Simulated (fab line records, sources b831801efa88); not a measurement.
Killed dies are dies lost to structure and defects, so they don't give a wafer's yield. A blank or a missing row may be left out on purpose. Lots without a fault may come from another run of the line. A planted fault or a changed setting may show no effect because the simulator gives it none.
Which tool did it? | flow gf180mcu | 12 lots, 35 wafers sampled, at 5 steps of a route of 602

WHAT THE GAUGES READ, wafer by wafer
GF_PSD_TW_MEAS_11.
lot  | measured     | on            | PSD_TW
L535 | day 14 15:11 | film_metro-01 | 3205 3241 3213
L536 | day 14 17:37 | film_metro-04 | 3212 3215 3212
L537 | day 15 11:54 | film_metro-01 | 3214 3198 3181
L541 | day 17 02:19 | film_metro-02 | 3180 3169 3172
L542 | day 17 20:52 | film_metro-01 | 3224 3211 3216
L543 | day 18 06:49 | film_metro-01 | 3226 3219 3238
L544 | day 18 07:08 | film_metro-02 | 3201 3178 3203
L545 | day 18 21:43 | film_metro-02 | 3201 3189 3202
L547 | day 19 05:03 | film_metro-01 | 3229 3246 3242
L550 | day 20 05:42 | film_metro-04 | 3089 3079 3212
L551 | day 20 07:31 | film_metro-01 | 3075 3204 3220
L552 | day 20 18:57 | film_metro-02 | 3051 3176

GF_PSD_RS_MEAS_15: measures by four-point-probe.
lot  | measured     | on            | PSD_RS (ohm/sq)
L535 | day 14 15:31 | film_metro-02 | 108.41 108.19 108.58
L536 | day 14 17:56 | film_metro-01 | 108.44 108.36 108.60
L537 | day 15 12:13 | film_metro-01 | 109.13 109.05 109.13
L541 | day 17 02:43 | film_metro-04 | 108.58 108.89 108.40
L542 | day 17 21:11 | film_metro-04 | 108.27 108.34 108.50
L543 | day 18 07:08 | film_metro-04 | 108.52 108.18 108.61
L544 | day 18 07:27 | film_metro-04 | 108.59 108.72 108.59
L545 | day 18 22:02 | film_metro-04 | 108.41 108.65 108.61
L547 | day 19 05:23 | film_metro-02 | 108.75 108.61 108.50
L550 | day 20 06:02 | film_metro-02 | 119.14 118.79 108.88
L551 | day 20 07:51 | film_metro-04 | 119.27 108.52 109.25
L552 | day 20 19:17 | film_metro-04 | 118.58 108.35

GF_V1_THK_MEAS_03.
lot  | measured     | on            | V1_CVD_02_THK (nm)
L535 | day 17 15:04 | film_metro-02 | 856 864 867
L536 | day 17 16:53 | film_metro-03 | 846 846 857
L537 | day 18 11:58 | film_metro-03 | 852 861 866
L541 | day 20 02:28 | film_metro-01 | 834 849 859
L542 | day 21 00:06 | film_metro-02 | 840 837 843
L543 | day 21 10:43 | film_metro-03 | 834 846 824
L544 | day 21 11:55 | film_metro-01 | 854 858 860
L545 | day 22 02:58 | film_metro-03 | 834 857 853
L547 | day 22 09:14 | film_metro-02 | 834 835 848
L550 | day 23 08:46 | film_metro-03 | 845 833 861
L551 | day 23 10:18 | film_metro-03 | 845 854 865
L552 | day 23 21:41 | film_metro-01 | 848 864

WHICH TOOL RAN EACH LOT (tool, then ch and the chambers of the sampled wafers, then the start)
lot  | GF_PSD_IMPLANT_09               | GF_PSD_STRIP_10
L535 | implanter-04 ch 0, day 14 14:58 | plasma_asher-01 ch 0,1, day 14 15:05
L536 | implanter-01 ch 0, day 14 17:22 | plasma_asher-04 ch 0,1, day 14 17:31
L537 | implanter-01 ch 0, day 15 11:39 | plasma_asher-02 ch 0,1, day 15 11:48
L541 | implanter-04 ch 0, day 17 02:04 | plasma_asher-04 ch 1, day 17 02:13
L542 | implanter-01 ch 0, day 17 20:38 | plasma_asher-04 ch 0,1, day 17 20:46
L543 | implanter-04 ch 0, day 18 06:34 | plasma_asher-02 ch 0,1, day 18 06:43
L544 | implanter-04 ch 0, day 18 06:53 | plasma_asher-04 ch 0,1, day 18 07:01
L545 | implanter-01 ch 0, day 18 21:29 | plasma_asher-01 ch 0,1, day 18 21:37
L547 | implanter-04 ch 0, day 19 04:49 | plasma_asher-02 ch 0,1, day 19 04:56
L550 | implanter-01 ch 0, day 20 05:28 | plasma_asher-02 ch 0,1, day 20 05:35
L551 | implanter-01 ch 0, day 20 07:17 | plasma_asher-04 ch 0,1, day 20 07:25
L552 | implanter-01 ch 0, day 20 18:43 | plasma_asher-01 ch 0,1, day 20 18:50
- GF_PSD_IMPLANT_09
- GF_PSD_STRIP_10: strips in O2/N2.

WHAT THE TOOLS THEMSELVES READ (means of the sampled wafers that have a number; where no wafer has one, the mark that the record gives instead)
GF_PSD_STRIP_10.
lot  | tool            | drypump_motor_current_A (A) | heater_power_w (W) | oes_product_au (a.u.) | strip_time_to_endpoint_s (s)
L535 | plasma_asher-01 | 5.4                         | 283                | 0.589                 | 16.54
L536 | plasma_asher-04 | 5.1                         | 302                | 0.592                 | 16.56
L537 | plasma_asher-02 | 5.9                         | 294                | 0.593                 | 16.53
L541 | plasma_asher-04 | 4.8                         | 300                | 0.591                 | 16.54
L542 | plasma_asher-04 | 5.7                         | 308                | 0.590                 | 16.62
L543 | plasma_asher-02 | 6.0                         | 294                | 0.592                 | 16.53
L544 | plasma_asher-04 | 5.6                         | 304                | 0.592                 | 16.51
L545 | plasma_asher-01 | 5.4                         | 284                | 0.591                 | 16.53
L547 | plasma_asher-02 | 5.9                         | 296                | 0.590                 | 16.56
L550 | plasma_asher-02 | 5.9                         | 293                | 0.602                 | 16.12
L551 | plasma_asher-04 | 5.6                         | 309                | 0.595                 | 16.31
L552 | plasma_asher-01 | 5.2                         | 290                | 0.603                 | 16.29

THE ANSWER, worked out from the rows above alone
Rule: what is usual is taken from the lots themselves. Put in order of their means at a reading, lots are off if they are a third of the lots or fewer, leave a main group of 4 or more, and stand apart from it by a gap of 3 or more times the standard deviation of the main group's means; of several such gaps the widest counts. A main group whose means are all the same, to the digits that the tables above print for the reading, isn't used. A lot without any number at a reading at which 4 lots or more have one is off too. The other lots that the step has rows for count as sound. The gauges are gone through in route order, then the tools' own readings, and for those a lot's mean is taken as printed above. The first step at which some lot is off is used, and at that step the reading that is off furthest; a lot without a number counts as furthest.
Off: L550, L551, L552, at GF_PSD_RS_MEAS_15 (PSD_RS). The main group: mean 108.58 ohm/sq, standard deviation 0.21.
A tool fits if, at a process step before that reading, it ran every lot that is off, and no sound lot after the first of them. The gauges at GF_PSD_RS_MEAS_15 aren't tried: what is off there is off at GF_PSD_STRIP_10 too, on other tools, and a gauge's error can't cause that. One fits: implanter-01 at GF_PSD_IMPLANT_09. Its last sound lot is L545 (day 18 21:29), its first lot that is off L550 (day 20 05:28): a fault that began between those two fits.

WHAT THE SIMULATOR HAD PUT IN
Process parameter drift: implanter-01, from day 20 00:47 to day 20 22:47, at GF_PSD_IMPLANT_09. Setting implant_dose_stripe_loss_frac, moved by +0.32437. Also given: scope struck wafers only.
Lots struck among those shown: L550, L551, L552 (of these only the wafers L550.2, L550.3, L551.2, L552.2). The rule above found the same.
